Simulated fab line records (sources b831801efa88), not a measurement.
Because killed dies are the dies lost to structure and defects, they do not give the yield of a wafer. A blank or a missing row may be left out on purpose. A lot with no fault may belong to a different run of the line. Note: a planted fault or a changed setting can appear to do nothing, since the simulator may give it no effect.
8D (eight disciplines) problem report, filled in by code + flow sfq_line + the parts of the form that need people (team, actions taken, sign-off) are left out

1. WHAT WENT WRONG
Mean of exposure_dose_mJ_cm2 at SFQ_TRILAYER_M4_LITHO_EXPOSE_094: 15.036 across 12 wafers in 4 lots; on wafers with no fault it is 14.402 (standard deviation 0.015). That is +42 standard deviations from the usual mean.
The step: exposes mask M4, target cd 500 nm.
Earliest sighting: wafer L453.3 on krf_scanner-01 at day 50 21:14. At this step, 42 wafers from 14 lots have a number in the record. By rule, "out" or "out of limits" means more than 4 standard deviations away from the usual mean. Any other wafer with a number is counted as sound.

2. WHAT IT IS, WHAT IT ISN'T
| question                    | is                     | is not                                                                                 |
|-----------------------------|------------------------|----------------------------------------------------------------------------------------|
| which readings at this step | exposure_dose_mJ_cm2   | -                                                                                      |
| which lots                  | L453, L454, L455, L456 | L441, L442, L443, L444, L445, L450, L460, L462, L463, L464                             |
| which wafers of those lots  | all that have a number | -                                                                                      |
| read on which tools         | krf_scanner-01         | krf_scanner-02                                                                         |
| when                        | from day 50 21:14      | up to then (18 sound wafers); but 12 sound wafers of L460, L462, L463, L464 came after |

3. SUSPECTS, AND WHAT RULES EACH OUT
Counting: a tool at a process step up to the reading stays a suspect if it ran every lot that is out and no sound lot after the first of them.
- krf_scanner-01 at SFQ_TRILAYER_M4_LITHO_EXPOSE_094 (exposes mask M4, target cd 500 nm): kept. It ran every lot that is out, first L453 (day 50 21:14), and no sound lot after that. Out on those wafers are its own readings of exposure_dose_mJ_cm2.
The count leaves krf_scanner-01 at SFQ_TRILAYER_M4_LITHO_EXPOSE_094.

4. THE CAUSE (what the simulator had put in)
Process parameters drifting: krf_scanner-01 at SFQ_TRILAYER_M4_LITHO_EXPOSE_094, beginning at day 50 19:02. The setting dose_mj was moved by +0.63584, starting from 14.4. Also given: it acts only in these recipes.
This tool alone remained once counting was done.

5. THE EFFECT CHAIN, in route order
Rows list readings where the struck wafers' mean (over those with a number) sits beyond 3 standard deviations from the usual. Scope: only readings with a usual standard deviation given in the record; hours: median across lots of the time from each lot's start at the first step in this table that gives one to its start at this step; sigmas: change in usual standard deviations.
| hours | step                             | reading              | usual  | on struck wafers | change | sigmas |
|-------|----------------------------------|----------------------|--------|------------------|--------|--------|
| 0     | SFQ_TRILAYER_M4_LITHO_EXPOSE_094 | exposure_dose_mJ_cm2 | 14.402 | 15.036           | +0.634 | +42    |
Process steps it contains:
- SFQ_TRILAYER_M4_LITHO_EXPOSE_094: exposes mask M4, target cd 500 nm.
Later steps that measure or inspect, where all struck wafers having a row at the step show a number for every such reading and not one has moved that far: SFQ_I4_OVL_MEAS_928.

6. WHAT WOULD HAVE CAUGHT IT SOONER
In this record no reading fell out of limits until day 50 21:14, 2 hours after the fault had begun at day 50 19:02.
